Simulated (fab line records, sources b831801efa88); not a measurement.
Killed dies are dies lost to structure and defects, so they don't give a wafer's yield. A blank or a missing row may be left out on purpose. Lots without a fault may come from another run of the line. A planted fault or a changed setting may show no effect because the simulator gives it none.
Which tool did it? | flow gf180mcu | 24 lots, 72 wafers sampled, at 6 steps of a route of 602

WHAT THE GAUGES READ, wafer by wafer
GF_V3_THK_MEAS_01.
lot  | measured     | on            | V3_CVD_00_THK (nm)
L074 | day 21 13:08 | film_metro-04 | 606 603 607
L075 | day 21 19:35 | film_metro-04 | 599 607 589
L076 | day 22 07:24 | film_metro-02 | 604 593 605
L077 | day 22 15:34 | film_metro-01 | 604 597 594
L078 | day 22 22:39 | film_metro-02 | 597 609 611
L079 | day 23 07:34 | film_metro-01 | 605 610 599
L080 | day 23 23:43 | film_metro-01 | 597 605 601
L081 | day 24 11:58 | film_metro-02 | 596 593 602
L082 | day 24 15:10 | film_metro-01 | 599 602 606
L083 | day 24 20:31 | film_metro-01 | 599 600 598
L084 | day 25 04:38 | film_metro-02 | 603 601 604
L085 | day 25 08:21 | film_metro-04 | 593 602 607
L086 | day 25 16:56 | film_metro-01 | 596 608 607
L087 | day 26 04:29 | film_metro-02 | 602 599 605
L088 | day 26 14:35 | film_metro-02 | 609 599 613
L089 | day 26 18:26 | film_metro-02 | 610 600 595
L090 | day 26 22:31 | film_metro-01 | 602 598 600
L091 | day 27 09:46 | film_metro-01 | 609 607 602
L092 | day 27 11:13 | film_metro-04 | 589 605 596
L093 | day 27 20:41 | film_metro-04 | 602 598 600
L094 | day 28 10:10 | film_metro-02 | 601 608 613
L095 | day 28 11:10 | film_metro-04 | 603 604 600
L096 | day 28 18:43 | film_metro-04 | 604 603 601
L097 | day 29 01:35 | film_metro-02 | 603 607 607

GF_PASSIVATION_THK_MEAS_01.
lot  | measured     | on            | PASSIVATION_CVD_00_THK (nm)
L074 | day 28 06:45 | film_metro-03 | 1013 1001 1005
L075 | day 28 12:01 | film_metro-03 | 1003 1009 993
L076 | day 28 23:02 | film_metro-01 | 967 985 1002
L077 | day 29 04:42 | film_metro-04 | 975 970 988
L078 | day 29 13:19 | film_metro-04 | 972 959 999
L079 | day 29 17:17 | film_metro-01 | 1010 996 1018
L080 | day 30 08:23 | film_metro-04 | 988 974 989
L081 | day 30 18:05 | film_metro-01 | 1004 983 1002
L082 | day 30 19:56 | film_metro-03 | 986 1004 1007
L083 | day 31 01:21 | film_metro-04 | 1001 1002 1023
L084 | day 31 10:56 | film_metro-04 | 1005 991 1015
L085 | day 31 12:08 | film_metro-03 | 1021 1017 1013
L086 | day 31 16:50 | film_metro-01 | 1007 1009 1043
L087 | day 32 03:49 | film_metro-04 | 992 1010 1013
L088 | day 32 12:15 | film_metro-04 | 1012 1033 1031
L089 | day 32 15:25 | film_metro-03 | 1026 1015 1005
L090 | day 32 17:50 | film_metro-03 | 981 988 1005
L091 | day 33 03:43 | film_metro-03 | 983 983 1011
L092 | day 33 04:25 | film_metro-01 | 1006 1018 1025
L093 | day 33 12:32 | film_metro-01 | 983 1019 996
L094 | day 33 22:34 | film_metro-01 | 981 983 995
L095 | day 33 23:10 | film_metro-01 | 991 1008 995
L096 | day 34 07:08 | film_metro-04 | 994 1023 1016
L097 | day 34 10:18 | film_metro-03 | 997 1012 1001

WHICH TOOL RAN EACH LOT (tool, then ch and the chambers of the sampled wafers, then the start)
lot  | GF_V2_CMP_26                  | GF_V3_CMP_26                  | GF_MIM_SPUTTER_09            | GF_TOP_METAL_SPUTTER_02
L074 | cmp-02 ch 1,2, day 20 11:18   | cmp-01 ch 0,1,2, day 22 14:29 | pvd_sputter-03, day 24 14:55 | pvd_sputter-03, day 27 09:53
L075 | cmp-02 ch 0,1,2, day 20 18:25 | cmp-02 ch 0,2,3, day 22 20:20 | pvd_sputter-01, day 24 20:44 | pvd_sputter-02, day 27 14:52
L076 | cmp-02 ch 1,2,3, day 21 06:35 | cmp-01 ch 1,2, day 23 08:04   | pvd_sputter-04, day 25 08:32 | pvd_sputter-02, day 28 02:26
L077 | cmp-02 ch 0,2, day 21 14:34   | cmp-01 ch 0,1, day 23 16:23   | pvd_sputter-04, day 25 16:10 | pvd_sputter-01, day 28 08:47
L078 | cmp-01 ch 0,1,2, day 21 22:04 | cmp-01 ch 0,2,3, day 23 23:38 | pvd_sputter-01, day 25 23:35 | pvd_sputter-03, day 28 17:11
L079 | cmp-02 ch 2,3, day 22 06:55   | cmp-02 ch 1,2, day 24 07:55   | pvd_sputter-04, day 26 06:40 | pvd_sputter-01, day 28 21:41
L080 | cmp-01 ch 1,2,3, day 23 00:12 | cmp-02 ch 0,1,3, day 24 23:05 | pvd_sputter-01, day 26 22:05 | pvd_sputter-01, day 29 12:59
L081 | cmp-02 ch 0,1,3, day 23 11:47 | cmp-01 ch 0,1,3, day 25 11:25 | pvd_sputter-04, day 27 08:55 | pvd_sputter-02, day 29 22:43
L082 | cmp-01 ch 1,2, day 23 15:30   | cmp-01 ch 1,2,3, day 25 14:23 | pvd_sputter-03, day 27 11:07 | pvd_sputter-01, day 30 00:40
L083 | cmp-01 ch 0,2,3, day 23 21:11 | cmp-01 ch 0,2,3, day 25 19:46 | pvd_sputter-01, day 27 16:56 | pvd_sputter-01, day 30 06:37
L084 | cmp-02 ch 1,2,3, day 24 05:49 | cmp-01 ch 1,2,3, day 26 03:08 | pvd_sputter-04, day 28 03:23 | pvd_sputter-03, day 30 16:34
L085 | cmp-01 ch 1,2,3, day 24 09:05 | cmp-01 ch 0,2,3, day 26 07:31 | pvd_sputter-03, day 28 04:13 | pvd_sputter-02, day 30 17:20
L086 | cmp-02 ch 2,3, day 24 17:40   | cmp-01 ch 1,2,3, day 26 15:52 | pvd_sputter-04, day 28 11:14 | pvd_sputter-01, day 30 21:56
L087 | cmp-02 ch 1,2,3, day 25 05:49 | cmp-02 ch 1,2,3, day 27 02:53 | pvd_sputter-01, day 28 22:12 | pvd_sputter-03, day 31 09:28
L088 | cmp-02 ch 0,3, day 25 16:41   | cmp-01 ch 1,2, day 27 12:26   | pvd_sputter-03, day 29 07:49 | pvd_sputter-02, day 31 17:50
L089 | cmp-02 ch 1,2,3, day 25 20:11 | cmp-01 ch 0,1,3, day 27 16:43 | pvd_sputter-01, day 29 11:52 | pvd_sputter-03, day 31 21:20
L090 | cmp-02 ch 1,2,3, day 26 00:02 | cmp-01 ch 1,2,3, day 27 21:04 | pvd_sputter-01, day 29 15:25 | pvd_sputter-02, day 32 00:24
L091 | cmp-02 ch 1,2,3, day 26 12:04 | cmp-02 ch 0,2,3, day 28 07:23 | pvd_sputter-01, day 30 01:11 | pvd_sputter-01, day 32 10:28
L092 | cmp-01 ch 0,1,2, day 26 13:32 | cmp-02 ch 0,1,3, day 28 08:53 | pvd_sputter-01, day 30 03:28 | pvd_sputter-02, day 32 11:14
L093 | cmp-01 ch 0,1, day 26 23:09   | cmp-02 ch 0,1,2, day 28 18:32 | pvd_sputter-04, day 30 11:59 | pvd_sputter-02, day 32 19:37
L094 | cmp-02 ch 0,1,3, day 27 12:44 | cmp-02 ch 0,3, day 29 07:09   | pvd_sputter-04, day 30 23:32 | pvd_sputter-01, day 33 05:56
L095 | cmp-02 ch 0,1, day 27 14:04   | cmp-01 ch 1,2,3, day 29 08:04 | pvd_sputter-03, day 31 01:41 | pvd_sputter-03, day 33 07:02
L096 | cmp-02 ch 0,1, day 27 22:12   | cmp-01 ch 0,1,3, day 29 16:18 | pvd_sputter-03, day 31 08:24 | pvd_sputter-03, day 33 14:50
L097 | cmp-01 ch 2,3, day 28 04:47   | cmp-01 ch 1,2,3, day 29 21:43 | pvd_sputter-04, day 31 13:26 | pvd_sputter-03, day 33 18:14
- GF_V2_CMP_26: polishes, stops on SiO2, t overpolish 15 s, target thk 0 nm.
- GF_V3_CMP_26: polishes, stops on SiO2, t overpolish 15 s, target thk 0 nm.
- GF_MIM_SPUTTER_09: material TiN, target thk 35 nm, time 29.2 s.
- GF_TOP_METAL_SPUTTER_02: material AlCu, target thk 900 nm, time 47.82 s.

WHAT THE TOOLS THEMSELVES READ (means of the sampled wafers that have a number; where no wafer has one, the mark that the record gives instead)
GF_V2_CMP_26.
lot  | tool   | motor_current_A (A) | overpolish_run_s (s) | platen_rpm (rpm) | retaining_ring_pressure_frac | time_to_endpoint_s (s)
L074 | cmp-02 | 9.9                 | 14.996               | 59.97            | 1.000                        | 80
L075 | cmp-02 | 10.3                | 15.000               | 59.99            | 0.999                        | 85
L076 | cmp-02 | 10.0                | 15.004               | 59.99            | 1.003                        | 81
L077 | cmp-02 | 9.9                 | 15.011               | 60.01            | 1.002                        | 79
L078 | cmp-01 | 11.6                | 14.998               | 59.99            | 1.002                        | 84
L079 | cmp-02 | 10.8                | 14.999               | 59.99            | 1.003                        | 80
L080 | cmp-01 | 11.6                | 14.996               | 59.99            | 1.000                        | 82
L081 | cmp-02 | 10.8                | 15.002               | 59.97            | 1.004                        | 79
L082 | cmp-01 | 12.2                | 15.008               | 60.01            | 1.001                        | 80
L083 | cmp-01 | 11.4                | 15.004               | 59.98            | 0.999                        | 87
L084 | cmp-02 | 10.3                | 15.003               | 60.04            | 1.002                        | 77
L085 | cmp-01 | 11.6                | 14.999               | 60.02            | 0.999                        | 82
L086 | cmp-02 | 10.9                | 14.995               | 60.03            | 1.006                        | 78
L087 | cmp-02 | 10.3                | 15.000               | 60.03            | 1.003                        | 80
L088 | cmp-02 | 11.0                | 15.002               | 60.03            | 1.003                        | 79
L089 | cmp-02 | 10.5                | 15.006               | 60.03            | 1.001                        | 79
L090 | cmp-02 | 10.3                | 14.990               | 59.99            | 0.998                        | 77
L091 | cmp-02 | 10.5                | 15.003               | 60.01            | 1.001                        | 76
L092 | cmp-01 | 11.9                | 15.009               | 60.00            | 0.999                        | 81
L093 | cmp-01 | 12.1                | 14.997               | 59.97            | 1.002                        | 86
L094 | cmp-02 | 11.0                | 14.998               | 60.02            | 0.999                        | 80
L095 | cmp-02 | 10.5                | 15.006               | 59.96            | 1.001                        | 82
L096 | cmp-02 | 10.5                | 14.998               | 60.01            | 1.005                        | 80
L097 | cmp-01 | 11.7                | 15.000               | 59.97            | 1.001                        | 77

GF_V3_CMP_26.
lot  | tool   | motor_current_A (A) | overpolish_run_s (s) | platen_rpm (rpm) | retaining_ring_pressure_frac | time_to_endpoint_s (s)
L074 | cmp-01 | 12.1                | 15.010               | 60.03            | 0.994                        | 88
L075 | cmp-02 | 10.6                | 14.999               | 60.00            | 0.998                        | 81
L076 | cmp-01 | 11.3                | 15.001               | 60.01            | 1.000                        | 83
L077 | cmp-01 | 11.8                | 14.996               | 60.01            | 1.000                        | 89
L078 | cmp-01 | 11.5                | 15.003               | 59.97            | 1.002                        | 83
L079 | cmp-02 | 10.0                | 14.998               | 60.03            | 1.001                        | 81
L080 | cmp-02 | 10.7                | 14.998               | 60.00            | 1.003                        | 82
L081 | cmp-01 | 11.8                | 14.988               | 59.98            | 1.000                        | 91
L082 | cmp-01 | 11.4                | 14.992               | 59.99            | 0.999                        | 81
L083 | cmp-01 | 11.3                | 14.998               | 59.99            | 1.002                        | 87
L084 | cmp-01 | 11.3                | 15.000               | 59.97            | 0.999                        | 83
L085 | cmp-01 | 11.8                | 15.003               | 59.99            | 1.006                        | 82
L086 | cmp-01 | 11.8                | 15.003               | 59.99            | 0.995                        | 84
L087 | cmp-02 | 10.5                | 15.003               | 60.01            | 1.001                        | 75
L088 | cmp-01 | 11.6                | 15.000               | 60.01            | 0.995                        | 79
L089 | cmp-01 | 11.8                | 15.002               | 60.02            | 1.001                        | 86
L090 | cmp-01 | 11.8                | 15.004               | 60.03            | 1.001                        | 82
L091 | cmp-02 | 10.5                | 15.000               | 59.97            | 1.006                        | 85
L092 | cmp-02 | 11.0                | 15.008               | 59.98            | 1.001                        | 81
L093 | cmp-02 | 10.0                | 15.002               | 60.01            | 1.004                        | 84
L094 | cmp-02 | 10.9                | 15.000               | 60.02            | 0.999                        | 83
L095 | cmp-01 | 11.2                | 14.997               | 60.03            | 1.000                        | 84
L096 | cmp-01 | 11.6                | 15.007               | 60.00            | 0.992                        | 87
L097 | cmp-01 | 11.7                | 14.998               | 60.03            | 0.999                        | 83

GF_MIM_SPUTTER_09.
lot  | tool           | chamber_pressure_pa (Pa) | throttle_valve_pct (%)
L074 | pvd_sputter-03 | 0.3994                   | 31.3
L075 | pvd_sputter-01 | 0.4003                   | 30.1
L076 | pvd_sputter-04 | 0.3992                   | 29.8
L077 | pvd_sputter-04 | 0.3997                   | 29.7
L078 | pvd_sputter-01 | 0.3996                   | 31.0
L079 | pvd_sputter-04 | 0.3996                   | 30.0
L080 | pvd_sputter-01 | 0.3991                   | 29.8
L081 | pvd_sputter-04 | 0.3999                   | 29.8
L082 | pvd_sputter-03 | 0.4002                   | 31.1
L083 | pvd_sputter-01 | 0.4003                   | 30.4
L084 | pvd_sputter-04 | 0.4001                   | 30.0
L085 | pvd_sputter-03 | 0.3998                   | 29.3
L086 | pvd_sputter-04 | 0.4003                   | 30.3
L087 | pvd_sputter-01 | 0.3998                   | 30.2
L088 | pvd_sputter-03 | 0.4003                   | 30.5
L089 | pvd_sputter-01 | 0.4004                   | 29.7
L090 | pvd_sputter-01 | 0.4005                   | 30.3
L091 | pvd_sputter-01 | 0.4008                   | 30.4
L092 | pvd_sputter-01 | 0.3996                   | 29.9
L093 | pvd_sputter-04 | 0.4000                   | 29.9
L094 | pvd_sputter-04 | 0.4001                   | 30.1
L095 | pvd_sputter-03 | 0.3997                   | 29.2
L096 | pvd_sputter-03 | 0.4008                   | 31.1
L097 | pvd_sputter-04 | 0.3993                   | 30.3

GF_TOP_METAL_SPUTTER_02.
lot  | tool           | chamber_pressure_pa (Pa) | throttle_valve_pct (%)
L074 | pvd_sputter-03 | 0.2999                   | 29.4
L075 | pvd_sputter-02 | 0.2997                   | 29.8
L076 | pvd_sputter-02 | 0.3000                   | 29.6
L077 | pvd_sputter-01 | 0.2998                   | 29.9
L078 | pvd_sputter-03 | 0.2999                   | 29.7
L079 | pvd_sputter-01 | 0.3004                   | 30.8
L080 | pvd_sputter-01 | 0.3005                   | 30.3
L081 | pvd_sputter-02 | 0.3001                   | 29.8
L082 | pvd_sputter-01 | 0.3001                   | 30.3
L083 | pvd_sputter-01 | 0.2996                   | 30.0
L084 | pvd_sputter-03 | 0.2999                   | 29.4
L085 | pvd_sputter-02 | 0.3000                   | 30.0
L086 | pvd_sputter-01 | 0.3004                   | 30.7
L087 | pvd_sputter-03 | 0.3002                   | 29.7
L088 | pvd_sputter-02 | 0.3001                   | 30.0
L089 | pvd_sputter-03 | 0.2994                   | 30.0
L090 | pvd_sputter-02 | 0.3001                   | 29.6
L091 | pvd_sputter-01 | 0.2997                   | 30.7
L092 | pvd_sputter-02 | 0.2993                   | 29.5
L093 | pvd_sputter-02 | 0.3005                   | 29.6
L094 | pvd_sputter-01 | 0.3007                   | 30.4
L095 | pvd_sputter-03 | 0.3004                   | 31.0
L096 | pvd_sputter-03 | 0.3003                   | 30.1
L097 | pvd_sputter-03 | 0.3006                   | 31.1

THE ANSWER, worked out from the rows above alone
Rule: what is usual is taken from the lots themselves. Put in order of their means at a reading, lots are off if they are a third of the lots or fewer, leave a main group of 4 or more, and stand apart from it by a gap of 3 or more times the standard deviation of the main group's means; of several such gaps the widest counts. A main group whose means are all the same, to the digits that the tables above print for the reading, isn't used. A lot without any number at a reading at which 4 lots or more have one is off too. The other lots that the step has rows for count as sound. The gauges are gone through in route order, then the tools' own readings, and for those a lot's mean is taken as printed above. The first step at which some lot is off is used, and at that step the reading that is off furthest; a lot without a number counts as furthest.
No lot is off at any reading shown: from this, nothing can be told.

WHAT THE SIMULATOR HAD PUT IN
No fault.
